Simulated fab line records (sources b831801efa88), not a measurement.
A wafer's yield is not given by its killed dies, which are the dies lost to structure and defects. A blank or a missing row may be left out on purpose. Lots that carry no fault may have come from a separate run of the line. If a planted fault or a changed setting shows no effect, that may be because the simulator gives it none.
A single fault, viewed from 2 desks ; flow gf180mcu ; each desk holds nothing but its own numbers, with what lay behind them at the end

## FROM THE METROLOGY DESK
Lot by lot, what the gauges showed, no matter which tool ran the lot: averages of those sampled wafers that carry a number. The brackets show how far a lot's mean lies from the usual mean; more than 4 standard deviations puts the lot out of limits, marked OUT.
Columns: A = cd nm at GF_V2_CD_MEAS_14, usual 259.4 nm; B = V2_W_RS at GF_V2_RS_MEAS_24, usual 0.327 ohm/sq; C = V2_W_THK at GF_V2_THK_MEAS_25, usual 346 nm
lot;first seen here;A;B;C
L858;day 20 14:14;258.9;0.324;346
L860;day 21 12:00;258.8;0.325;344
L862;day 22 01:16;259.0;0.367 (+8.8) OUT;319 (-5.2) OUT
L864;day 22 18:30;259.7;0.370 (+9.6) OUT;317 (-5.5) OUT
L866;day 23 10:27;257.9;0.371 (+9.7) OUT;312 (-6.6) OUT
L869;day 24 04:18;258.8;0.335;340
L873;day 25 20:44;261.4;0.330;340
L874;day 26 20:29;258.3;0.324;348
L876;day 27 06:59;261.0;0.329;339
L878;day 27 16:28;259.4;0.326;346
L880;day 28 10:35;259.3;0.331;343
This desk reports L862, L864, L866 out of limits; the earliest was L862 at day 22 02:18 (V2_W_RS at GF_V2_RS_MEAS_24). Within limits: L858, L860, L869, L873, L874, L876, L878, L880.

## THE TOOL OWNER'S DESK: cvd w-01
The tool's own readings at GF_V2_CVD_23 (deposits W, target thk 350 nm, time 104.94 s): means of the sampled wafers that have a number, for each lot that ran on this tool. The brackets show how far a lot's mean lies from the usual mean; more than 4 standard deviations puts the lot out of limits, marked OUT.
Columns: A = heater power w at GF_V2_CVD_23, usual 864 W
lot;first seen here;A
L858;day 20 15:10;872
L860;day 21 12:57;843
L862;day 22 02:10;883
L864;day 22 19:25;868
L866;day 23 11:23;923
L873;day 25 21:40;921
L874;day 26 21:25;860
L876;day 27 07:54;898
L878;day 27 17:22;937
Finding of this desk: none of the 9 lots has anything out of limits.

## PUT TOGETHER
At day 22 02:18 the metrology desk could have sounded an alarm, on L862, L864, L866.
The tool owner's desk saw nothing out of limits.
The tool owner's desk has L862, L864, L866 on record, within its limits.
Every lot named ran GF_V2_CVD_23 on cvd w-01.

## WHAT THE SIMULATOR HAD INSERTED
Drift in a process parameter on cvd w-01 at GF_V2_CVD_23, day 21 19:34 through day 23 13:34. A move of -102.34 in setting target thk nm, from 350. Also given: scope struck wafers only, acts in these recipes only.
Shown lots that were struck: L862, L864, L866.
Per desk, hours elapsed from the start of the fault to the first reading out of limits: for the metrology desk, 7.
